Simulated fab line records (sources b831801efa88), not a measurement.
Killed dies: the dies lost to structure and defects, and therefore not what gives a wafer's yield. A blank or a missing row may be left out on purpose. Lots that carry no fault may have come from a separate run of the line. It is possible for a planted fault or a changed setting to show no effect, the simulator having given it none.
Problem report, 8D (eight disciplines) form, completed by code / flow sfq_line / the parts of the form that need people (team, actions taken, sign-off) are left out

1. THE ISSUE
Mean of heater_power_total_W at SFQ_TRILAYER_M0_LITHO_PEB_024: 81.23 W across 3 wafers in 2 lots; on wafers with no fault it is 79.15 W (standard deviation 0.071). Measured from the usual mean, that is +29 standard deviations.
The step: peb time 60 s.
First seen on wafer L564.3, day 11 01:10, on litho_track-02. The record holds 18 wafers of 6 lots with a number at this step. Rule for "out", or "out of limits": more than 4 standard deviations from the usual mean. Any other wafer with a number is counted as sound.

2. WHAT IT IS, WHAT IT ISN'T
question=which readings at this step | is=heater_power_total_W | is not=exhaust_pa
question=which lots | is=L564, L566 | is not=L567, L574, L580, L582
question=which wafers of those lots | is=L564.3, L566.2, L566.6 | is not=L564.1, L564.4, L566.5
question=read on which tools | is=litho_track-02 | is not=litho_track-01, litho_track-03
question=when | is=from day 11 01:10 | is not=up to then (2 sound wafers); but 13 sound wafers of L566, L567, L574, L580, L582 came after

3. SUSPECTS, AND WHAT RULES EACH OUT
Counting: if a tool at a process step up to the reading ran every lot that is out, it stays a suspect. Sound lots after the first of them don't rule it out here, since some wafers of a struck lot are sound.
- pvd_sputter-05 at SFQ_TRILAYER_M0_DEP_SPUTTER_019 (material Nb, target thk 200 nm, time 133.3 s): kept. It ran every lot that is out, first L564 (day 7 14:47).
- litho_track-02 at SFQ_TRILAYER_M0_LITHO_PEB_024 (peb time 60 s): kept. It ran every lot that is out, first L564 (day 11 01:10). Its own heater_power_total_W readings are out on those wafers.
The count leaves litho_track-02 at SFQ_TRILAYER_M0_LITHO_PEB_024 and pvd_sputter-05 at SFQ_TRILAYER_M0_DEP_SPUTTER_019.

4. THE CAUSE (what the simulator had put in)
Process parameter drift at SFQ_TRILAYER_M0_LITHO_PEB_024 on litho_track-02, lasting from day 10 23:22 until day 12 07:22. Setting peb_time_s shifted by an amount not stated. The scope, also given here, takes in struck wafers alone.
After counting, 2 suspects remain, this tool included.

5. THE CHAIN OF EFFECTS, in route order
Rows list readings where the struck wafers' mean (over those with a number) sits beyond 3 standard deviations from the usual. Readings are gone through only where the record gives a usual standard deviation; hours: the median, over the lots, of the time from a lot's start at the first step in this table giving one to that lot's start at this step; sigmas: the change measured in usual standard deviations.
hours=0; step=SFQ_TRILAYER_M0_LITHO_PEB_024; reading=heater_power_total_W; usual=79.15 W; on struck wafers=81.23; change=+2.08; sigmas=+29
Here are the process steps it includes:
- SFQ_TRILAYER_M0_LITHO_PEB_024: peb time 60 s.
Later measuring or inspecting steps at which every struck wafer that the step has a row for has a number for every such reading, and none has moved that far: SFQ_M0_OVL_MEAS_906.

6. WHAT WOULD HAVE CAUGHT IT SOONER
In this record no reading fell out of limits until day 11 01:10, 2 hours after the fault had begun at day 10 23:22.
